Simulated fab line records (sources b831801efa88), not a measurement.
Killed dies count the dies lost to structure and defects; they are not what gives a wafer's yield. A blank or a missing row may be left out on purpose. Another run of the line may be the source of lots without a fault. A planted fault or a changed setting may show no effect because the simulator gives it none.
fab line records || flow sky130
[record] {"lots": 14, "wafers": 42, "last_day": 50}
route steps=708 shown LDD_LDN@295 SD_P@331 LOCAL_INTERCONNECT@387
lots that met no fault: taken from a fault-free run of the same line
start_h: hours from the record's opening day to when the first of the lot's shown wafers began || wait_h: hours since the lot's step before || " repeats the value in the row above || L1.1+2: one row covering several wafers at once || - no value present, or no start provided || * or withheld: withheld || < > ~ a bound
route shown NAME@n: names a module that has steps shown in the file, with the first one's number in the route || usual: mean and standard deviation over wafers with no fault || same: alike in all rows || chamber/n: place in a boat || sites: readings site by site || _std_site: the standard deviation of these || _edge_site: mean of outer sites minus mean of inner sites || radius_mm: for every site, how far away it sits from the centre of the wafer || mask NAME#n: copy n || behind: the most recent tool/chamber to have shaped the wafer || hold: reason for holding the lot/hours on hold/outcome of the hold || device: the n, p or np transistor that did not switch || end of line: tests of these same wafers at the route's end || where a step has no rows: the recipe by itself || killed: count of dies lost to structure and defects at first sort (not the wafer's yield) || map: the dies of a wafer, with x for killed, . for not killed, _ for no die there
set.NAME: setting as actually run; set.NAME@STEP: the setting as run at that earlier step || model.NAME: the simulator's own value behind a step, which no gauge read
the route's steps for a sample of lots (tables are steps, rows are wafers)
services: the hour from which a tool's chamber was out of use, counted from the record's first day as start_h (under 0 if before that day), plus the number of hours and why
[[steps]]
[step SKY_LDD_LDN_DEVELOP_06]
[recipe] {"resist": "NOVOLAK", "developer": "TMAH", "develop_time_s": 60, "dev_temp_c": 23}
[usual] {"developer_temp_C": "23.02/0.11"}
{"lot.wafer": "L325.4", "tool": "litho_track-04", "chamber": 0, "start_h": 523.96, "wait_h": 0.1, "developer_temp_C": 22.99}
{"lot.wafer": "L325.5", "tool": "litho_track-04", "chamber": 0, "start_h": 523.96, "wait_h": 0.1, "developer_temp_C": 22.82}
{"lot.wafer": "L325.6", "tool": "litho_track-04", "chamber": 0, "start_h": 523.96, "wait_h": 0.1, "developer_temp_C": 23.02}
{"lot.wafer": "L326.2", "tool": "litho_track-01", "chamber": 0, "start_h": 530.59, "wait_h": 0.1, "developer_temp_C": 23.05}
{"lot.wafer": "L326.4", "tool": "litho_track-01", "chamber": 0, "start_h": 530.59, "wait_h": 0.1, "developer_temp_C": 22.88}
{"lot.wafer": "L326.5", "tool": "litho_track-01", "chamber": 0, "start_h": 530.59, "wait_h": 0.1, "developer_temp_C": 23.07}
{"lot.wafer": "L327.2", "tool": "litho_track-04", "chamber": 0, "start_h": 544.31, "wait_h": 0.1, "developer_temp_C": 23.09}
{"lot.wafer": "L327.3", "tool": "litho_track-04", "chamber": 0, "start_h": 544.31, "wait_h": 0.1, "developer_temp_C": 22.94}
{"lot.wafer": "L327.6", "tool": "litho_track-04", "chamber": 0, "start_h": 544.31, "wait_h": 0.1, "developer_temp_C": 23.06}
{"lot.wafer": "L328.1", "tool": "litho_track-03", "chamber": 0, "start_h": 561.77, "wait_h": 0.1, "developer_temp_C": 22.71}
{"lot.wafer": "L328.2", "tool": "litho_track-03", "chamber": 0, "start_h": 561.77, "wait_h": 0.1, "developer_temp_C": 22.82}
{"lot.wafer": "L328.3", "tool": "litho_track-03", "chamber": 0, "start_h": 561.77, "wait_h": 0.1, "developer_temp_C": 22.88}
{"lot.wafer": "L329.3", "tool": "litho_track-04", "chamber": 0, "start_h": 576.19, "wait_h": 0.1, "developer_temp_C": 22.89}
{"lot.wafer": "L329.4", "tool": "litho_track-04", "chamber": 0, "start_h": 576.19, "wait_h": 0.1, "developer_temp_C": 23.07}
{"lot.wafer": "L329.6", "tool": "litho_track-04", "chamber": 0, "start_h": 576.19, "wait_h": 0.1, "developer_temp_C": 23.00}
{"lot.wafer": "L330.2", "tool": "litho_track-04", "chamber": 0, "start_h": 585.31, "wait_h": 0.1, "developer_temp_C": 22.95}
{"lot.wafer": "L330.3", "tool": "litho_track-04", "chamber": 0, "start_h": 585.31, "wait_h": 0.1, "developer_temp_C": 22.91}
{"lot.wafer": "L330.4", "tool": "litho_track-04", "chamber": 0, "start_h": 585.31, "wait_h": 0.1, "developer_temp_C": 22.95}
{"lot.wafer": "L334.3", "tool": "litho_track-03", "chamber": 0, "start_h": 611.42, "wait_h": 0.1, "developer_temp_C": 23.12}
{"lot.wafer": "L334.5", "tool": "litho_track-03", "chamber": 0, "start_h": 611.42, "wait_h": 0.1, "developer_temp_C": 22.95}
{"lot.wafer": "L334.6", "tool": "litho_track-03", "chamber": 0, "start_h": 611.42, "wait_h": 0.1, "developer_temp_C": 22.78}
{"lot.wafer": "L336.1", "tool": "litho_track-04", "chamber": 0, "start_h": 624.19, "wait_h": 0.1, "developer_temp_C": 23.03}
{"lot.wafer": "L336.3", "tool": "litho_track-04", "chamber": 0, "start_h": 624.19, "wait_h": 0.1, "developer_temp_C": 22.90}
{"lot.wafer": "L336.4", "tool": "litho_track-04", "chamber": 0, "start_h": 624.19, "wait_h": 0.1, "developer_temp_C": 22.97}
{"lot.wafer": "L337.3", "tool": "litho_track-03", "chamber": 0, "start_h": 634.42, "wait_h": 0.1, "developer_temp_C": 22.00}
{"lot.wafer": "L337.4", "tool": "litho_track-03", "chamber": 0, "start_h": 634.42, "wait_h": 0.1, "developer_temp_C": 22.09}
{"lot.wafer": "L337.6", "tool": "litho_track-03", "chamber": 0, "start_h": 634.42, "wait_h": 0.1, "developer_temp_C": 22.06}
{"lot.wafer": "L338.1", "tool": "litho_track-03", "chamber": 0, "start_h": 640.17, "wait_h": 0.1, "developer_temp_C": 22.01}
{"lot.wafer": "L338.2", "tool": "litho_track-03", "chamber": 0, "start_h": 640.17, "wait_h": 0.1, "developer_temp_C": 22.13}
{"lot.wafer": "L338.4", "tool": "litho_track-03", "chamber": 0, "start_h": 640.17, "wait_h": 0.1, "developer_temp_C": 22.18}
{"lot.wafer": "L342.4", "tool": "litho_track-04", "chamber": 0, "start_h": 674.91, "wait_h": 0.1, "developer_temp_C": 23.19}
{"lot.wafer": "L342.5", "tool": "litho_track-04", "chamber": 0, "start_h": 674.91, "wait_h": 0.1, "developer_temp_C": 22.97}
{"lot.wafer": "L342.6", "tool": "litho_track-04", "chamber": 0, "start_h": 674.91, "wait_h": 0.1, "developer_temp_C": 23.16}
{"lot.wafer": "L345.1", "tool": "litho_track-03", "chamber": 0, "start_h": 720.52, "wait_h": 0.1, "developer_temp_C": 23.10}
{"lot.wafer": "L345.3", "tool": "litho_track-03", "chamber": 0, "start_h": 720.52, "wait_h": 0.1, "developer_temp_C": 22.97}
{"lot.wafer": "L345.6", "tool": "litho_track-03", "chamber": 0, "start_h": 720.52, "wait_h": 0.1, "developer_temp_C": 23.03}
{"lot.wafer": "L346.1", "tool": "litho_track-01", "chamber": 0, "start_h": 721.81, "wait_h": 0.1, "developer_temp_C": 23.01}
{"lot.wafer": "L346.3", "tool": "litho_track-01", "chamber": 0, "start_h": 721.81, "wait_h": 0.1, "developer_temp_C": 23.04}
{"lot.wafer": "L346.6", "tool": "litho_track-01", "chamber": 0, "start_h": 721.81, "wait_h": 0.1, "developer_temp_C": 22.99}
{"lot.wafer": "L347.1", "tool": "litho_track-03", "chamber": 0, "start_h": 728.32, "wait_h": 0.1, "developer_temp_C": 23.07}
{"lot.wafer": "L347.2", "tool": "litho_track-03", "chamber": 0, "start_h": 728.32, "wait_h": 0.1, "developer_temp_C": 23.07}
{"lot.wafer": "L347.3", "tool": "litho_track-03", "chamber": 0, "start_h": 728.32, "wait_h": 0.1, "developer_temp_C": 22.84}
[step SKY_LDD_LDN_OVL_MEAS_07]
[usual] {"LDD_LDN_OVL": "-0.5/1.2"}
{"lot.wafer": "L325.4", "tool": "overlay-01", "chamber": "-", "start_h": 524.05, "wait_h": 0.1, "LDD_LDN_OVL[nm]": -1.0}
{"lot.wafer": "L325.5", "tool": "overlay-01", "chamber": "-", "start_h": 524.05, "wait_h": 0.1, "LDD_LDN_OVL[nm]": -0.3}
{"lot.wafer": "L325.6", "tool": "overlay-01", "chamber": "-", "start_h": 524.05, "wait_h": 0.1, "LDD_LDN_OVL[nm]": -2.2}
{"lot.wafer": "L326.2", "tool": "overlay-02", "chamber": "-", "start_h": 530.72, "wait_h": 0.1, "LDD_LDN_OVL[nm]": 0.4}
{"lot.wafer": "L326.4", "tool": "overlay-02", "chamber": "-", "start_h": 530.72, "wait_h": 0.1, "LDD_LDN_OVL[nm]": -0.1}
{"lot.wafer": "L326.5", "tool": "overlay-02", "chamber": "-", "start_h": 530.72, "wait_h": 0.1, "LDD_LDN_OVL[nm]": -0.4}
{"lot.wafer": "L327.2", "tool": "overlay-01", "chamber": "-", "start_h": 544.44, "wait_h": 0.1, "LDD_LDN_OVL[nm]": -1.3}
{"lot.wafer": "L327.3", "tool": "overlay-01", "chamber": "-", "start_h": 544.44, "wait_h": 0.1, "LDD_LDN_OVL[nm]": 0.4}
{"lot.wafer": "L327.6", "tool": "overlay-01", "chamber": "-", "start_h": 544.44, "wait_h": 0.1, "LDD_LDN_OVL[nm]": -1.0}
{"lot.wafer": "L328.1", "tool": "overlay-01", "chamber": "-", "start_h": 561.92, "wait_h": 0.1, "LDD_LDN_OVL[nm]": -2.5}
{"lot.wafer": "L328.2", "tool": "overlay-01", "chamber": "-", "start_h": 561.92, "wait_h": 0.1, "LDD_LDN_OVL[nm]": -3.2}
{"lot.wafer": "L328.3", "tool": "overlay-01", "chamber": "-", "start_h": 561.92, "wait_h": 0.1, "LDD_LDN_OVL[nm]": -1.4}
{"lot.wafer": "L329.3", "tool": "overlay-01", "chamber": "-", "start_h": 576.30, "wait_h": 0.1, "LDD_LDN_OVL[nm]": 0.7}
{"lot.wafer": "L329.4", "tool": "overlay-01", "chamber": "-", "start_h": 576.30, "wait_h": 0.1, "LDD_LDN_OVL[nm]": -1.6}
{"lot.wafer": "L329.6", "tool": "overlay-01", "chamber": "-", "start_h": 576.30, "wait_h": 0.1, "LDD_LDN_OVL[nm]": -1.6}
{"lot.wafer": "L330.2", "tool": "overlay-01", "chamber": "-", "start_h": 585.44, "wait_h": 0.1, "LDD_LDN_OVL[nm]": -0.6}
{"lot.wafer": "L330.3", "tool": "overlay-01", "chamber": "-", "start_h": 585.44, "wait_h": 0.1, "LDD_LDN_OVL[nm]": -1.2}
{"lot.wafer": "L330.4", "tool": "overlay-01", "chamber": "-", "start_h": 585.44, "wait_h": 0.1, "LDD_LDN_OVL[nm]": -1.8}
{"lot.wafer": "L334.3", "tool": "overlay-02", "chamber": "-", "start_h": 611.53, "wait_h": 0.1, "LDD_LDN_OVL[nm]": -0.3}
{"lot.wafer": "L334.5", "tool": "overlay-02", "chamber": "-", "start_h": 611.53, "wait_h": 0.1, "LDD_LDN_OVL[nm]": -1.6}
{"lot.wafer": "L334.6", "tool": "overlay-02", "chamber": "-", "start_h": 611.53, "wait_h": 0.1, "LDD_LDN_OVL[nm]": -0.2}
{"lot.wafer": "L336.1", "tool": "overlay-01", "chamber": "-", "start_h": 624.34, "wait_h": 0.1, "LDD_LDN_OVL[nm]": -2.7}
{"lot.wafer": "L336.3", "tool": "overlay-01", "chamber": "-", "start_h": 624.34, "wait_h": 0.1, "LDD_LDN_OVL[nm]": -3.6}
{"lot.wafer": "L336.4", "tool": "overlay-01", "chamber": "-", "start_h": 624.34, "wait_h": 0.1, "LDD_LDN_OVL[nm]": -1.3}
{"lot.wafer": "L337.3", "tool": "overlay-01", "chamber": "-", "start_h": 634.53, "wait_h": 0.1, "LDD_LDN_OVL[nm]": -0.7}
{"lot.wafer": "L337.4", "tool": "overlay-01", "chamber": "-", "start_h": 634.53, "wait_h": 0.1, "LDD_LDN_OVL[nm]": 0.2}
{"lot.wafer": "L337.6", "tool": "overlay-01", "chamber": "-", "start_h": 634.53, "wait_h": 0.1, "LDD_LDN_OVL[nm]": -1.4}
{"lot.wafer": "L338.1", "tool": "overlay-01", "chamber": "-", "start_h": 640.32, "wait_h": 0.1, "LDD_LDN_OVL[nm]": -2.6}
{"lot.wafer": "L338.2", "tool": "overlay-01", "chamber": "-", "start_h": 640.32, "wait_h": 0.1, "LDD_LDN_OVL[nm]": -1.1}
{"lot.wafer": "L338.4", "tool": "overlay-01", "chamber": "-", "start_h": 640.32, "wait_h": 0.1, "LDD_LDN_OVL[nm]": -2.7}
{"lot.wafer": "L342.4", "tool": "overlay-02", "chamber": "-", "start_h": 675.00, "wait_h": 0.1, "LDD_LDN_OVL[nm]": 0.3}
{"lot.wafer": "L342.5", "tool": "overlay-02", "chamber": "-", "start_h": 675.00, "wait_h": 0.1, "LDD_LDN_OVL[nm]": -0.8}
{"lot.wafer": "L342.6", "tool": "overlay-02", "chamber": "-", "start_h": 675.00, "wait_h": 0.1, "LDD_LDN_OVL[nm]": -0.4}
{"lot.wafer": "L345.1", "tool": "overlay-02", "chamber": "-", "start_h": 720.67, "wait_h": 0.1, "LDD_LDN_OVL[nm]": -1.4}
{"lot.wafer": "L345.3", "tool": "overlay-02", "chamber": "-", "start_h": 720.67, "wait_h": 0.1, "LDD_LDN_OVL[nm]": -0.9}
{"lot.wafer": "L345.6", "tool": "overlay-02", "chamber": "-", "start_h": 720.67, "wait_h": 0.1, "LDD_LDN_OVL[nm]": -1.2}
{"lot.wafer": "L346.1", "tool": "overlay-01", "chamber": "-", "start_h": 721.96, "wait_h": 0.1, "LDD_LDN_OVL[nm]": -0.4}
{"lot.wafer": "L346.3", "tool": "overlay-01", "chamber": "-", "start_h": 721.96, "wait_h": 0.1, "LDD_LDN_OVL[nm]": -0.6}
{"lot.wafer": "L346.6", "tool": "overlay-01", "chamber": "-", "start_h": 721.96, "wait_h": 0.1, "LDD_LDN_OVL[nm]": -0.4}
{"lot.wafer": "L347.1", "tool": "overlay-02", "chamber": "-", "start_h": 728.47, "wait_h": 0.1, "LDD_LDN_OVL[nm]": -1.8}
{"lot.wafer": "L347.2", "tool": "overlay-02", "chamber": "-", "start_h": 728.47, "wait_h": 0.1, "LDD_LDN_OVL[nm]": -0.9}
{"lot.wafer": "L347.3", "tool": "overlay-02", "chamber": "-", "start_h": 728.47, "wait_h": 0.1, "LDD_LDN_OVL[nm]": -0.4}
[step SKY_SD_P_TW_MEAS_11]
[usual] {"SD_P_TW": "2819/30"}
{"lot.wafer": "L325.4", "tool": "film_metro-02", "chamber": "-", "start_h": 585.54, "wait_h": 0.1, "SD_P_TW": 2846}
{"lot.wafer": "L325.5", "tool": "film_metro-02", "chamber": "-", "start_h": 585.54, "wait_h": 0.1, "SD_P_TW": 2851}
{"lot.wafer": "L325.6", "tool": "film_metro-02", "chamber": "-", "start_h": 585.54, "wait_h": 0.1, "SD_P_TW": 2856}
{"lot.wafer": "L326.2", "tool": "film_metro-02", "chamber": "-", "start_h": 591.83, "wait_h": 0.1, "SD_P_TW": 2853}
{"lot.wafer": "L326.4", "tool": "film_metro-02", "chamber": "-", "start_h": 591.83, "wait_h": 0.1, "SD_P_TW": 2843}
{"lot.wafer": "L326.5", "tool": "film_metro-02", "chamber": "-", "start_h": 591.83, "wait_h": 0.1, "SD_P_TW": 2838}
{"lot.wafer": "L327.2", "tool": "film_metro-01", "chamber": "-", "start_h": 605.28, "wait_h": 0.1, "SD_P_TW": 2789}
{"lot.wafer": "L327.3", "tool": "film_metro-01", "chamber": "-", "start_h": 605.28, "wait_h": 0.1, "SD_P_TW": 2788}
{"lot.wafer": "L327.6", "tool": "film_metro-01", "chamber": "-", "start_h": 605.28, "wait_h": 0.1, "SD_P_TW": 2796}
{"lot.wafer": "L328.1", "tool": "film_metro-01", "chamber": "-", "start_h": 623.12, "wait_h": 0.1, "SD_P_TW": 2799}
{"lot.wafer": "L328.2", "tool": "film_metro-01", "chamber": "-", "start_h": 623.12, "wait_h": 0.1, "SD_P_TW": 2799}
{"lot.wafer": "L328.3", "tool": "film_metro-01", "chamber": "-", "start_h": 623.12, "wait_h": 0.1, "SD_P_TW": 2796}
{"lot.wafer": "L329.3", "tool": "film_metro-01", "chamber": "-", "start_h": 636.84, "wait_h": 0.1, "SD_P_TW": 2807}
{"lot.wafer": "L329.4", "tool": "film_metro-01", "chamber": "-", "start_h": 636.84, "wait_h": 0.1, "SD_P_TW": 2798}
{"lot.wafer": "L329.6", "tool": "film_metro-01", "chamber": "-", "start_h": 636.84, "wait_h": 0.1, "SD_P_TW": 2802}
{"lot.wafer": "L330.2", "tool": "film_metro-01", "chamber": "-", "start_h": 645.70, "wait_h": 0.1, "SD_P_TW": 2805}
{"lot.wafer": "L330.3", "tool": "film_metro-01", "chamber": "-", "start_h": 645.70, "wait_h": 0.1, "SD_P_TW": 2816}
{"lot.wafer": "L330.4", "tool": "film_metro-01", "chamber": "-", "start_h": 645.70, "wait_h": 0.1, "SD_P_TW": 2820}
{"lot.wafer": "L334.3", "tool": "film_metro-02", "chamber": "-", "start_h": 670.63, "wait_h": 0.1, "SD_P_TW": 2828}
{"lot.wafer": "L334.5", "tool": "film_metro-02", "chamber": "-", "start_h": 670.63, "wait_h": 0.1, "SD_P_TW": 2824}
{"lot.wafer": "L334.6", "tool": "film_metro-02", "chamber": "-", "start_h": 670.63, "wait_h": 0.1, "SD_P_TW": 2842}
{"lot.wafer": "L336.1", "tool": "film_metro-02", "chamber": "-", "start_h": 683.14, "wait_h": 0.1, "SD_P_TW": 2813}
{"lot.wafer": "L336.3", "tool": "film_metro-02", "chamber": "-", "start_h": 683.14, "wait_h": 0.1, "SD_P_TW": 2829}
{"lot.wafer": "L336.4", "tool": "film_metro-02", "chamber": "-", "start_h": 683.14, "wait_h": 0.1, "SD_P_TW": 2835}
{"lot.wafer": "L337.3", "tool": "film_metro-01", "chamber": "-", "start_h": 693.08, "wait_h": 0.1, "SD_P_TW": 2796}
{"lot.wafer": "L337.4", "tool": "film_metro-01", "chamber": "-", "start_h": 693.08, "wait_h": 0.1, "SD_P_TW": 2789}
{"lot.wafer": "L337.6", "tool": "film_metro-01", "chamber": "-", "start_h": 693.08, "wait_h": 0.1, "SD_P_TW": 2790}
{"lot.wafer": "L338.1", "tool": "film_metro-02", "chamber": "-", "start_h": 698.01, "wait_h": 0.1, "SD_P_TW": 2863}
{"lot.wafer": "L338.2", "tool": "film_metro-02", "chamber": "-", "start_h": 698.01, "wait_h": 0.1, "SD_P_TW": 2856}
{"lot.wafer": "L338.4", "tool": "film_metro-02", "chamber": "-", "start_h": 698.01, "wait_h": 0.1, "SD_P_TW": 2848}
{"lot.wafer": "L342.4", "tool": "film_metro-02", "chamber": "-", "start_h": 735.84, "wait_h": 0.1, "SD_P_TW": 2836}
{"lot.wafer": "L342.5", "tool": "film_metro-02", "chamber": "-", "start_h": 735.84, "wait_h": 0.1, "SD_P_TW": 2856}
{"lot.wafer": "L342.6", "tool": "film_metro-02", "chamber": "-", "start_h": 735.84, "wait_h": 0.1, "SD_P_TW": 2860}
{"lot.wafer": "L346.1", "tool": "film_metro-01", "chamber": "-", "start_h": 779.44, "wait_h": 0.1, "SD_P_TW": 2781}
{"lot.wafer": "L346.3", "tool": "film_metro-01", "chamber": "-", "start_h": 779.44, "wait_h": 0.1, "SD_P_TW": 2781}
{"lot.wafer": "L346.6", "tool": "film_metro-01", "chamber": "-", "start_h": 779.44, "wait_h": 0.1, "SD_P_TW": 2781}
{"lot.wafer": "L345.1", "tool": "film_metro-01", "chamber": "-", "start_h": 780.04, "wait_h": 0.1, "SD_P_TW": 2793}
{"lot.wafer": "L345.3", "tool": "film_metro-01", "chamber": "-", "start_h": 780.04, "wait_h": 0.1, "SD_P_TW": 2785}
{"lot.wafer": "L345.6", "tool": "film_metro-01", "chamber": "-", "start_h": 780.04, "wait_h": 0.1, "SD_P_TW": 2783}
{"lot.wafer": "L347.1", "tool": "film_metro-01", "chamber": "-", "start_h": 785.29, "wait_h": 0.1, "SD_P_TW": 2784}
{"lot.wafer": "L347.2", "tool": "film_metro-01", "chamber": "-", "start_h": 785.29, "wait_h": 0.1, "SD_P_TW": 2784}
{"lot.wafer": "L347.3", "tool": "film_metro-01", "chamber": "-", "start_h": 785.29, "wait_h": 0.1, "SD_P_TW": 2779}
[step SKY_LOCAL_INTERCONNECT_SPUTTER_00]
[recipe] {"material": "TiN", "target_thk_nm": 100, "temp_c": 300, "power_w": 6500, "time_s": 83.3, "chamber_pressure_pa": 0.4}
[usual] {"throttle_valve_pct": "30.0/1.2"}
[same] {"time_s": 83.3}
{"lot.wafer": "L325.4", "tool": "pvd_sputter-04", "chamber": "-", "start_h": 673.04, "wait_h": 0.1, "throttle_valve_pct": 29.0}
{"lot.wafer": "L325.5", "tool": "pvd_sputter-04", "chamber": "-", "start_h": 673.04, "wait_h": 0.1, "throttle_valve_pct": 28.6}
{"lot.wafer": "L325.6", "tool": "pvd_sputter-04", "chamber": "-", "start_h": 673.04, "wait_h": 0.1, "throttle_valve_pct": 32.3}
{"lot.wafer": "L326.2", "tool": "pvd_sputter-04", "chamber": "-", "start_h": 679.70, "wait_h": 0.1, "throttle_valve_pct": 29.2}
{"lot.wafer": "L326.4", "tool": "pvd_sputter-04", "chamber": "-", "start_h": 679.70, "wait_h": 0.1, "throttle_valve_pct": 31.9}
{"lot.wafer": "L326.5", "tool": "pvd_sputter-04", "chamber": "-", "start_h": 679.70, "wait_h": 0.1, "throttle_valve_pct": 28.5}
{"lot.wafer": "L327.2", "tool": "pvd_sputter-02", "chamber": "-", "start_h": 692.75, "wait_h": 0.1, "throttle_valve_pct": 29.4}
{"lot.wafer": "L327.3", "tool": "pvd_sputter-02", "chamber": "-", "start_h": 692.75, "wait_h": 0.1, "throttle_valve_pct": 30.0}
{"lot.wafer": "L327.6", "tool": "pvd_sputter-02", "chamber": "-", "start_h": 692.75, "wait_h": 0.1, "throttle_valve_pct": 30.1}
{"lot.wafer": "L328.1", "tool": "pvd_sputter-01", "chamber": "-", "start_h": 709.19, "wait_h": 0.1, "throttle_valve_pct": 30.6}
{"lot.wafer": "L328.2", "tool": "pvd_sputter-01", "chamber": "-", "start_h": 709.19, "wait_h": 0.1, "throttle_valve_pct": 29.7}
{"lot.wafer": "L328.3", "tool": "pvd_sputter-01", "chamber": "-", "start_h": 709.19, "wait_h": 0.1, "throttle_valve_pct": 30.5}
{"lot.wafer": "L329.3", "tool": "pvd_sputter-04", "chamber": "-", "start_h": 723.00, "wait_h": 0.1, "throttle_valve_pct": 32.2}
{"lot.wafer": "L329.4", "tool": "pvd_sputter-04", "chamber": "-", "start_h": 723.00, "wait_h": 0.1, "throttle_valve_pct": 29.4}
{"lot.wafer": "L329.6", "tool": "pvd_sputter-04", "chamber": "-", "start_h": 723.00, "wait_h": 0.1, "throttle_valve_pct": 32.3}
{"lot.wafer": "L330.2", "tool": "pvd_sputter-04", "chamber": "-", "start_h": 728.59, "wait_h": 0.1, "throttle_valve_pct": 29.3}
{"lot.wafer": "L330.3", "tool": "pvd_sputter-04", "chamber": "-", "start_h": 728.59, "wait_h": 0.1, "throttle_valve_pct": 32.1}
{"lot.wafer": "L330.4", "tool": "pvd_sputter-04", "chamber": "-", "start_h": 728.59, "wait_h": 0.1, "throttle_valve_pct": 31.9}
{"lot.wafer": "L334.3", "tool": "pvd_sputter-01", "chamber": "-", "start_h": 753.58, "wait_h": 0.1, "throttle_valve_pct": 30.6}
{"lot.wafer": "L334.5", "tool": "pvd_sputter-01", "chamber": "-", "start_h": 753.58, "wait_h": 0.1, "throttle_valve_pct": 30.6}
{"lot.wafer": "L334.6", "tool": "pvd_sputter-01", "chamber": "-", "start_h": 753.58, "wait_h": 0.1, "throttle_valve_pct": 30.6}
{"lot.wafer": "L336.1", "tool": "pvd_sputter-02", "chamber": "-", "start_h": 767.99, "wait_h": 0.2, "throttle_valve_pct": 28.3}
{"lot.wafer": "L336.3", "tool": "pvd_sputter-02", "chamber": "-", "start_h": 767.99, "wait_h": 0.2, "throttle_valve_pct": 29.6}
{"lot.wafer": "L336.4", "tool": "pvd_sputter-02", "chamber": "-", "start_h": 767.99, "wait_h": 0.2, "throttle_valve_pct": 30.1}
{"lot.wafer": "L337.3", "tool": "pvd_sputter-02", "chamber": "-", "start_h": 777.09, "wait_h": 0.2, "throttle_valve_pct": 30.5}
{"lot.wafer": "L337.4", "tool": "pvd_sputter-02", "chamber": "-", "start_h": 777.09, "wait_h": 0.2, "throttle_valve_pct": 28.6}
{"lot.wafer": "L337.6", "tool": "pvd_sputter-02", "chamber": "-", "start_h": 777.09, "wait_h": 0.2, "throttle_valve_pct": 28.4}
{"lot.wafer": "L338.1", "tool": "pvd_sputter-02", "chamber": "-", "start_h": 781.23, "wait_h": 0.1, "throttle_valve_pct": 29.7}
{"lot.wafer": "L338.2", "tool": "pvd_sputter-02", "chamber": "-", "start_h": 781.23, "wait_h": 0.1, "throttle_valve_pct": 28.1}
{"lot.wafer": "L338.4", "tool": "pvd_sputter-02", "chamber": "-", "start_h": 781.23, "wait_h": 0.1, "throttle_valve_pct": 29.3}
{"lot.wafer": "L342.4", "tool": "pvd_sputter-01", "chamber": "-", "start_h": 816.84, "wait_h": 0.2, "throttle_valve_pct": 30.6}
{"lot.wafer": "L342.5", "tool": "pvd_sputter-01", "chamber": "-", "start_h": 816.84, "wait_h": 0.2, "throttle_valve_pct": 30.6}
{"lot.wafer": "L342.6", "tool": "pvd_sputter-01", "chamber": "-", "start_h": 816.84, "wait_h": 0.2, "throttle_valve_pct": 29.3}
{"lot.wafer": "L346.1", "tool": "pvd_sputter-02", "chamber": "-", "start_h": 861.59, "wait_h": 0.1, "throttle_valve_pct": 29.1}
{"lot.wafer": "L346.3", "tool": "pvd_sputter-02", "chamber": "-", "start_h": 861.59, "wait_h": 0.1, "throttle_valve_pct": 30.4}
{"lot.wafer": "L346.6", "tool": "pvd_sputter-02", "chamber": "-", "start_h": 861.59, "wait_h": 0.1, "throttle_valve_pct": 30.1}
{"lot.wafer": "L345.1", "tool": "pvd_sputter-01", "chamber": "-", "start_h": 861.88, "wait_h": 0.2, "throttle_valve_pct": 30.1}
{"lot.wafer": "L345.3", "tool": "pvd_sputter-01", "chamber": "-", "start_h": 861.88, "wait_h": 0.2, "throttle_valve_pct": 29.7}
{"lot.wafer": "L345.6", "tool": "pvd_sputter-01", "chamber": "-", "start_h": 861.88, "wait_h": 0.2, "throttle_valve_pct": 30.7}
{"lot.wafer": "L347.1", "tool": "pvd_sputter-02", "chamber": "-", "start_h": 866.05, "wait_h": 0.1, "throttle_valve_pct": 30.1}
{"lot.wafer": "L347.2", "tool": "pvd_sputter-02", "chamber": "-", "start_h": 866.05, "wait_h": 0.1, "throttle_valve_pct": 30.3}
{"lot.wafer": "L347.3", "tool": "pvd_sputter-02", "chamber": "-", "start_h": 866.05, "wait_h": 0.1, "throttle_valve_pct": 28.6}
[[services]]
{"tool": "pvd_sputter-04", "chamber": "-", "start_h": 516.71, "hours": 3.3, "kind": "repair"}
{"tool": "pvd_sputter-02", "chamber": "-", "start_h": 599.02, "hours": 1.2, "kind": "repair"}
{"tool": "pvd_sputter-04", "chamber": "-", "start_h": 615.04, "hours": 5.3, "kind": "repair"}
{"tool": "pvd_sputter-01", "chamber": "-", "start_h": 633.99, "hours": 3.2, "kind": "repair"}
{"tool": "pvd_sputter-04", "chamber": "-", "start_h": 655.27, "hours": 3.0, "kind": "repair"}
{"tool": "pvd_sputter-04", "chamber": "-", "start_h": 673.95, "hours": 0.9, "kind": "repair"}
{"tool": "pvd_sputter-01", "chamber": "-", "start_h": 686.96, "hours": 4.5, "kind": "repair"}
{"tool": "pvd_sputter-04", "chamber": "-", "start_h": 728.96, "hours": 1.7, "kind": "repair"}
{"tool": "pvd_sputter-04", "chamber": "-", "start_h": 829.68, "hours": 2.6, "kind": "repair"}
{"tool": "pvd_sputter-04", "chamber": "-", "start_h": 842.94, "hours": 2.8, "kind": "repair"}
[[key]]
[first_sign] {"step": "SKY_LDD_LDN_DEVELOP_06", "reading": "developer_temp_C", "direction": "down", "sigmas": 8.9, "usual": "*", "struck": "*"}
effect none on later readings
met_at SKY_LDD_LDN_DEVELOP_06
struck_lots L337,L338
tester_left_out L337,L338
not_acting_at SKY_LDD_LDN_OVL_MEAS_07,SKY_SD_P_TW_MEAS_11,SKY_LOCAL_INTERCONNECT_SPUTTER_00
onset_between 611.42 634.42
[fault] {"kind": "process_parameter_drift", "tool": "litho_track-03", "chamber": "-", "onset_h": 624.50, "steps": "SKY_LDD_LDN_DEVELOP_06", "channel": "dev_temp_c", "offset": "*", "shape": "step", "end_h": 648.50, "acts_in": "*", "stated": "*"}
// tester_left_out: of these lots the tester's yield and bins aren't shown, on N5 and GAA mostly nor the transistor test; their killed dies are dies lost to structure and defects alone, not to doping, threshold or leakage, so they don't give the yield
